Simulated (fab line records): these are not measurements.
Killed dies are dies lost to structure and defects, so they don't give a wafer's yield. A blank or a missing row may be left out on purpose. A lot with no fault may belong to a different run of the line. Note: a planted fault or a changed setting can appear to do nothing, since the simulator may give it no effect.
What tool caused it? ; flow sfq_line ; 14 lots with 41 wafers sampled at 2 steps, on a route of 325 steps

== WHAT EACH GAUGE READ, for each wafer ==
The record holds no reading of a measuring or inspecting step that can be judged against a usual standard deviation.

== WHICH TOOL RAN EACH LOT (tool, then ch and the chambers of the sampled wafers, then the start) ==
lot;SFQ_TRILAYER_I5_LITHO_DEVELOP_146;SFQ_TRILAYER_I7_VIA_ETCH_VIA_ETCH_190
L851;litho_track-03 ch 0, day 55 17:54;rie_diel-02 ch 0,1,2, day 78 03:12
L852;litho_track-03 ch 0, day 55 20:17;rie_diel-03 ch 1,2,3, day 78 05:36
L855;litho_track-01 ch 0, day 56 13:07;rie_diel-02 ch 0,3, day 79 00:35
L858;litho_track-04 ch 0, day 59 10:49;rie_diel-03 ch 0,1,3, day 81 03:47
L859;litho_track-04 ch 0, day 59 18:55;rie_diel-03 ch 0,1,3, day 81 07:23
L860;litho_track-03 ch 0, day 59 21:19;rie_diel-02 ch 2,3, day 81 12:11
L861;litho_track-03 ch 0, day 62 01:00;rie_diel-03 ch 0,3, day 81 13:31
L863;litho_track-03 ch 0, day 71 14:37;rie_diel-04 ch 1,2,3, day 82 01:27
L865;litho_track-04 ch 0, day 72 13:28;rie_diel-02 ch 0,1, day 83 11:25
L870;litho_track-03, day 74 17:12;rie_diel-03 ch 0,1, day 84 17:16
L871;litho_track-01, day 75 02:48;rie_diel-02 ch 1,3, day 86 12:25
L872;litho_track-03 ch 0, day 75 04:00;rie_diel-02 ch 1,3, day 88 21:54
L873;litho_track-03 ch 0, day 75 13:36;rie_diel-04 ch 2,3, day 88 23:06
L874;litho_track-04 ch 0, day 75 17:13;rie_diel-03 ch 0,1,2, day 89 00:18
- SFQ_TRILAYER_I5_LITHO_DEVELOP_146: time 60 s.
- SFQ_TRILAYER_I7_VIA_ETCH_VIA_ETCH_190: etches SiO2 in CHF3, stops on Nb, target depth 260 nm.

== AS READ BY THE TOOLS THEMSELVES (means over the sampled wafers that have a number; for cases with no such wafer, the mark the record gives instead) ==
SFQ_TRILAYER_I5_LITHO_DEVELOP_146.
lot;tool;chill_plate_temp_C (C);exhaust_pa (Pa)
L851;litho_track-03;23.06;44.3
L852;litho_track-03;22.99;45.6
L855;litho_track-01;22.93;45.7
L858;litho_track-04;22.95;45.4
L859;litho_track-04;23.00;45.4
L860;litho_track-03;23.06;45.8
L861;litho_track-03;23.06;45.2
L863;litho_track-03;22.94;45.2
L865;litho_track-04;22.94;44.2
L870;litho_track-03;-;-
L871;litho_track-01;-;-
L872;litho_track-03;23.01;44.2
L873;litho_track-03;23.06;43.9
L874;litho_track-04;22.93;43.9

SFQ_TRILAYER_I7_VIA_ETCH_VIA_ETCH_190.
lot;tool;drypump_motor_current_A (A);oes_product_au (a.u.)
L851;rie_diel-02;6.1;0.851
L852;rie_diel-03;5.8;0.856
L855;rie_diel-02;5.8;0.855
L858;rie_diel-03;5.8;0.854
L859;rie_diel-03;5.7;0.857
L860;rie_diel-02;5.8;0.858
L861;rie_diel-03;5.3;0.848
L863;rie_diel-04;6.1;0.851
L865;rie_diel-02;6.2;0.855
L870;rie_diel-03;5.6;0.857
L871;rie_diel-02;6.1;0.856
L872;rie_diel-02;6.1;0.855
L873;rie_diel-04;6.5;0.863
L874;rie_diel-03;5.4;0.856

== THE ANSWER, worked out from the rows above alone ==
Rule: usual is defined by the lots themselves. The widest of any qualifying gaps counts: lots, ordered by their means at a reading, are off when they make up no more than a third of the lots, leave a main group of 4 or more, and stand apart from it by 3 or more times the standard deviation of that group's means. If all means in a main group match to the digits the tables above print for the reading, that group is not used. A lot without any number at a reading at which 4 lots or more have one is off too. The other lots that the step has rows for count as sound. First the gauges in route order, then the tools' own readings, where a lot's mean is used as printed above. The first step at which some lot is off is used, and at that step the reading that is off furthest; a lot without a number counts as furthest.
Off at SFQ_TRILAYER_I5_LITHO_DEVELOP_146 (chill_plate_temp_C): L870, L871. Without a number there: L870, L871. The main group: mean 22.99 C, standard deviation 0.053.
If a tool, at that step or one of the process steps before it, ran each lot that is off and ran no sound lot following the first of them, it fits. Not one of the candidates tried fits.

== WHAT HAD BEEN PUT IN BY THE SIMULATOR ==
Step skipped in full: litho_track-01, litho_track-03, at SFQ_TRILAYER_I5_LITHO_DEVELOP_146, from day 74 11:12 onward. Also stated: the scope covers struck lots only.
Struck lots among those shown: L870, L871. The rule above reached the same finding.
